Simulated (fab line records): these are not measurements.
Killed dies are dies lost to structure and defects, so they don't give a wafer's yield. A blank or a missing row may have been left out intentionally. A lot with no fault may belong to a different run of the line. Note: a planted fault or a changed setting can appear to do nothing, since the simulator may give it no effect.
Chamber matching / flow sfq-line / cmp-02 running SFQ_TRILAYER_I1_CMP_CMP_046: 4 sister chambers
The step polishes SiO2. 8 wafers are shown with their chamber, then 7 later ones without.

## WAFERS, EACH WITH ITS CHAMBER
wafer=L671.1; chamber=2; motor-current-A (A)=11.8; platen-rpm (rpm)=60.01
wafer=L671.6; chamber=1; motor-current-A (A)=12.0; platen-rpm (rpm)=60.03
wafer=L672.5; chamber=1; motor-current-A (A)=12.0; platen-rpm (rpm)=60.05
wafer=L675.3; chamber=2; motor-current-A (A)=11.1; platen-rpm (rpm)=60.04
wafer=L681.5; chamber=0; motor-current-A (A)=8.8; platen-rpm (rpm)=59.95
wafer=L681.6; chamber=3; motor-current-A (A)=9.1; platen-rpm (rpm)=60.01
wafer=L682.1; chamber=3; motor-current-A (A)=9.1; platen-rpm (rpm)=60.02
wafer=L682.3; chamber=0; motor-current-A (A)=8.9; platen-rpm (rpm)=59.98

## WAFERS WITH NO CHAMBER GIVEN
wafer=L682.4; motor-current-A (A)=11.5; platen-rpm (rpm)=59.98
wafer=L683.1; motor-current-A (A)=8.4; platen-rpm (rpm)=59.95
wafer=L683.4; motor-current-A (A)=11.9; platen-rpm (rpm)=60.01
wafer=L683.6; motor-current-A (A)=9.4; platen-rpm (rpm)=60.01
wafer=L694.2; motor-current-A (A)=11.2; platen-rpm (rpm)=59.97
wafer=L694.5; motor-current-A (A)=8.6; platen-rpm (rpm)=60.00
wafer=L694.6; motor-current-A (A)=9.0; platen-rpm (rpm)=60.00

## WHICH CHAMBER EACH WENT THROUGH
wafer=L682.4; from the rows above=can't be placed: 2 or 1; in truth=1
wafer=L683.1; from the rows above=0; in truth=0
wafer=L683.4; from the rows above=can't be placed: 1 or 2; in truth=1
wafer=L683.6; from the rows above=3; in truth=3
wafer=L694.2; from the rows above=can't be placed: 2 or 1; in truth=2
wafer=L694.5; from the rows above=can't be placed: 3 or 0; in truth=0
wafer=L694.6; from the rows above=can't be placed: 3 or 0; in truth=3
Placed correctly: 2 of 7. Can't be placed from these rows: 5 (the true chamber is among the candidates in 5). Number placed wrongly: 0.
How it was worked out, from the rows above alone: a wafer's distance from a chamber is the root of the sum, over the readings, of the square of ((its reading less the chamber's mean) divided by the reading's scatter). The wafer belongs to the nearest chamber; if the next one is less than 2 further off, it can't be placed. The mean given for a chamber averages the wafers shown for that chamber. How the scatter is found: for the shown wafers, subtract from each reading the mean of its chamber, square and add these, divide the total by (wafers less chambers), then take the root.
